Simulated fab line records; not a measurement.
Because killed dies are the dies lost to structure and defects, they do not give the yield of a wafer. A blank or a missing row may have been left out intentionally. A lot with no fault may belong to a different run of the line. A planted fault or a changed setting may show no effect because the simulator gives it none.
Which tool is to blame? + flow gf180mcu + Sampling: 13 lots, 39 wafers, 6 of 602 route steps

WHAT EACH GAUGE READ, for each wafer
GF_LVPWELL_TW_MEAS_11. Usual: LVPWELL_TW typically reads 564, with standard deviation 4.7.
| lot  | measured    | on            | LVPWELL_TW  | flag |
|------|-------------|---------------|-------------|------|
| L599 | day 3 22:44 | film_metro-01 | 560 562 562 |      |
| L600 | day 4 03:50 | film_metro-02 | 561 560 560 |      |
| L601 | day 4 08:19 | film_metro-02 | 560 560 561 |      |
| L602 | day 4 14:29 | film_metro-04 | 564 569 567 |      |
| L603 | day 4 20:35 | film_metro-04 | 569 569 565 |      |
| L605 | day 5 09:31 | film_metro-01 | 562 560 561 |      |
| L606 | day 5 12:59 | film_metro-01 | 562 565 559 |      |
| L611 | day 6 20:34 | film_metro-02 | 558 560 560 |      |
| L613 | day 7 04:13 | film_metro-02 | 564 561 562 |      |
| L617 | day 8 02:38 | film_metro-04 | 566 568 570 |      |
| L619 | day 8 13:40 | film_metro-01 | 563 556 563 |      |
| L621 | day 9 01:11 | film_metro-01 | 559 561 559 |      |
| L622 | day 9 05:58 | film_metro-04 | 567 571 575 |      |

GF_MVSD_TW_MEAS_11. Usual: MVSD_TW typically reads 1588, with standard deviation 11.
| lot  | measured    | on            | MVSD_TW        | flag |
|------|-------------|---------------|----------------|------|
| L599 | day 4 12:14 | film_metro-01 | 1588 1595 1595 |      |
| L600 | day 4 18:17 | film_metro-01 | 1592 1589 1592 |      |
| L601 | day 4 22:47 | film_metro-02 | 1582 1586 1578 |      |
| L602 | day 5 04:32 | film_metro-01 | 1590 1580 1594 |      |
| L603 | day 5 11:14 | film_metro-02 | 1591 1573 1576 |      |
| L605 | day 6 00:17 | film_metro-02 | 1922 1922 1915 | OFF  |
| L606 | day 6 03:46 | film_metro-02 | 1574 1565 1587 |      |
| L611 | day 7 13:44 | film_metro-01 | 1931 1934 1940 | OFF  |
| L613 | day 7 20:17 | film_metro-02 | 1585 1590 1592 |      |
| L617 | day 8 19:01 | film_metro-04 | 1601 1603 1604 |      |
| L619 | day 9 07:11 | film_metro-01 | 1581 1576 1581 |      |
| L621 | day 9 18:20 | film_metro-01 | 1581 1583 1578 |      |
| L622 | day 9 23:27 | film_metro-02 | 1574 1589 1587 |      |

GF_MVPSD_TW_MEAS_11. Usual: MVPSD_TW typically reads 559, with standard deviation 4.8.
| lot  | measured     | on            | MVPSD_TW    | flag |
|------|--------------|---------------|-------------|------|
| L599 | day 5 02:54  | film_metro-04 | 568 565 568 |      |
| L600 | day 5 08:20  | film_metro-04 | 567 568 565 |      |
| L601 | day 5 13:33  | film_metro-04 | 567 571 571 |      |
| L602 | day 5 18:52  | film_metro-02 | 552 554 551 |      |
| L603 | day 6 02:11  | film_metro-04 | 563 561 565 |      |
| L605 | day 6 15:59  | film_metro-01 | 554 554 553 |      |
| L606 | day 6 19:04  | film_metro-01 | 559 556 556 |      |
| L611 | day 8 05:35  | film_metro-04 | 562 562 562 |      |
| L613 | day 8 12:42  | film_metro-02 | 554 555 560 |      |
| L617 | day 9 12:45  | film_metro-02 | 556 554 555 |      |
| L619 | day 10 01:17 | film_metro-04 | 563 563 562 |      |
| L621 | day 10 12:05 | film_metro-04 | 560 563 563 |      |
| L622 | day 10 17:19 | film_metro-04 | 564 563 562 |      |

GF_VT_IMPLANT_RS_MEAS_46: uses a four-point probe to measure. Usual: MVSD_RS typically reads 456.4 ohm/sq, with standard deviation 1.2.
| lot  | measured     | on            | MVSD_RS (ohm/sq)  | flag |
|------|--------------|---------------|-------------------|------|
| L599 | day 7 14:41  | film_metro-04 | 457.7 457.1 456.7 |      |
| L600 | day 7 20:59  | film_metro-02 | 456.5 454.6 456.3 |      |
| L601 | day 8 03:28  | film_metro-04 | 456.7 456.6 456.8 |      |
| L602 | day 8 09:32  | film_metro-04 | 458.3 457.5 457.7 |      |
| L603 | day 8 16:53  | film_metro-01 | 455.7 455.3 457.1 |      |
| L605 | day 9 08:10  | film_metro-01 | 336.5 336.7 336.4 | OFF  |
| L606 | day 9 13:01  | film_metro-04 | 455.1 456.1 454.4 |      |
| L611 | day 11 03:14 | film_metro-02 | 334.7 335.8 335.4 | OFF  |
| L613 | day 11 10:53 | film_metro-02 | 454.6 456.1 454.9 |      |
| L617 | day 12 15:07 | film_metro-02 | 457.2 456.4 456.5 |      |
| L619 | day 13 04:19 | film_metro-02 | 456.0 456.7 456.1 |      |
| L621 | day 13 16:59 | film_metro-04 | 458.4 459.0 457.8 |      |
| L622 | day 13 21:43 | film_metro-02 | 457.0 456.1 455.9 |      |

WHICH TOOL RAN EACH LOT (tool, then ch and the chambers of the sampled wafers, then the start)
| lot  | GF_STI_ETCH_13                    | GF_MVSD_IMPLANT_08             |
|------|-----------------------------------|--------------------------------|
| L599 | rie_diel-03 ch 1,2, day 2 01:49   | implanter-04 ch 0, day 4 11:50 |
| L600 | rie_diel-01 ch 0,2,3, day 2 06:25 | implanter-04 ch 0, day 4 17:53 |
| L601 | rie_diel-02 ch 0,2,3, day 2 11:44 | implanter-04 ch 0, day 4 22:23 |
| L602 | rie_diel-02 ch 0,2,3, day 2 17:23 | implanter-02 ch 0, day 5 04:10 |
| L603 | rie_diel-02 ch 0,2,3, day 2 22:55 | implanter-04 ch 0, day 5 10:50 |
| L605 | rie_diel-03 ch 1,3, day 3 09:18   | implanter-01 ch 0, day 5 23:34 |
| L606 | rie_diel-01 ch 1,2,3, day 3 13:33 | implanter-04 ch 0, day 6 03:22 |
| L611 | rie_diel-01 ch 0,1, day 4 18:19   | implanter-02 ch 0, day 7 12:58 |
| L613 | rie_diel-02 ch 0,2, day 5 01:38   | implanter-04 ch 0, day 7 19:53 |
| L617 | rie_diel-01 ch 0,3, day 5 22:15   | implanter-02 ch 0, day 8 18:39 |
| L619 | rie_diel-03 ch 0,1,3, day 6 08:17 | implanter-04 ch 0, day 9 06:47 |
| L621 | rie_diel-02 ch 0,1,2, day 6 18:39 | implanter-01 ch 0, day 9 17:56 |
| L622 | rie_diel-02 ch 1,2, day 7 00:22   | implanter-04 ch 0, day 9 23:03 |
- GF_STI_ETCH_13: etches the open film in CHF3/O2, stops on Si, target depth 282.31 nm, time 112.9 s.
- GF_MVSD_IMPLANT_08

WHAT THE TOOLS THEMSELVES READ (means of the sampled wafers that have a number; where no wafer has one, the mark that the record gives instead)
GF_STI_ETCH_13. Usual: drypump_motor_current_A 5.9 A, standard deviation 0.38; oes_product_au 0.831 a.u., standard deviation 0.0056; throttle_valve_pct 8.811 %, standard deviation 0.0088.
| lot  | tool        | drypump_motor_current_A (A) | oes_product_au (a.u.) | throttle_valve_pct (%) | flag |
|------|-------------|-----------------------------|-----------------------|------------------------|------|
| L599 | rie_diel-03 | 6.3                         | 0.837                 | 8.817                  |      |
| L600 | rie_diel-01 | 5.6                         | 0.834                 | 8.814                  |      |
| L601 | rie_diel-02 | 6.1                         | 0.835                 | 8.807                  |      |
| L602 | rie_diel-02 | 6.1                         | 0.833                 | 8.817                  |      |
| L603 | rie_diel-02 | 6.0                         | 0.832                 | 8.811                  |      |
| L605 | rie_diel-03 | 5.9                         | 0.832                 | 8.810                  |      |
| L606 | rie_diel-01 | 5.6                         | 0.832                 | 8.810                  |      |
| L611 | rie_diel-01 | 5.1                         | 0.838                 | 8.823                  |      |
| L613 | rie_diel-02 | 6.0                         | 0.834                 | 8.813                  |      |
| L617 | rie_diel-01 | 5.7                         | 0.830                 | 8.800                  |      |
| L619 | rie_diel-03 | 5.7                         | 0.828                 | 8.804                  |      |
| L621 | rie_diel-02 | 6.1                         | 0.825                 | 8.812                  |      |
| L622 | rie_diel-02 | 6.2                         | 0.826                 | 8.812                  |      |

GF_MVSD_IMPLANT_08. Usual: tilt_deg -0.001 degrees, standard deviation 0.019.
| lot  | tool         | tilt_deg (degrees) | flag |
|------|--------------|--------------------|------|
| L599 | implanter-04 | -0.005             |      |
| L600 | implanter-04 | 0.020              |      |
| L601 | implanter-04 | 0.013              |      |
| L602 | implanter-02 | -0.007             |      |
| L603 | implanter-04 | 0.011              |      |
| L605 | implanter-01 | -0.008             |      |
| L606 | implanter-04 | 0.012              |      |
| L611 | implanter-02 | -0.006             |      |
| L613 | implanter-04 | -0.005             |      |
| L617 | implanter-02 | 0.022              |      |
| L619 | implanter-04 | -0.010             |      |
| L621 | implanter-01 | -0.004             |      |
| L622 | implanter-04 | -0.012             |      |

THE ANSWER, worked out from the rows above alone
Rule: lot off if the mean of its wafers having a number is beyond 3 standard deviations from the usual mean. Also off: a lot with no number at a reading for which 4 or more lots have one. Any other lot the step has rows for is counted as sound. After the gauges, taken in route order, come the tools' own readings; for these a lot's mean is taken, as printed above. At the first step where some lot is off, the reading lying furthest off is the one used; lots without a number count as furthest.
Off: at GF_MVSD_TW_MEAS_11 (MVSD_TW), L605, L611.
A tool fits if, at a process step before that reading, it ran every lot that is off, and no sound lot after the first of them. Gauges at GF_MVSD_TW_MEAS_11: tried the same way as those tools. No candidate that was tried fits.

WHAT HAD BEEN PUT IN BY THE SIMULATOR
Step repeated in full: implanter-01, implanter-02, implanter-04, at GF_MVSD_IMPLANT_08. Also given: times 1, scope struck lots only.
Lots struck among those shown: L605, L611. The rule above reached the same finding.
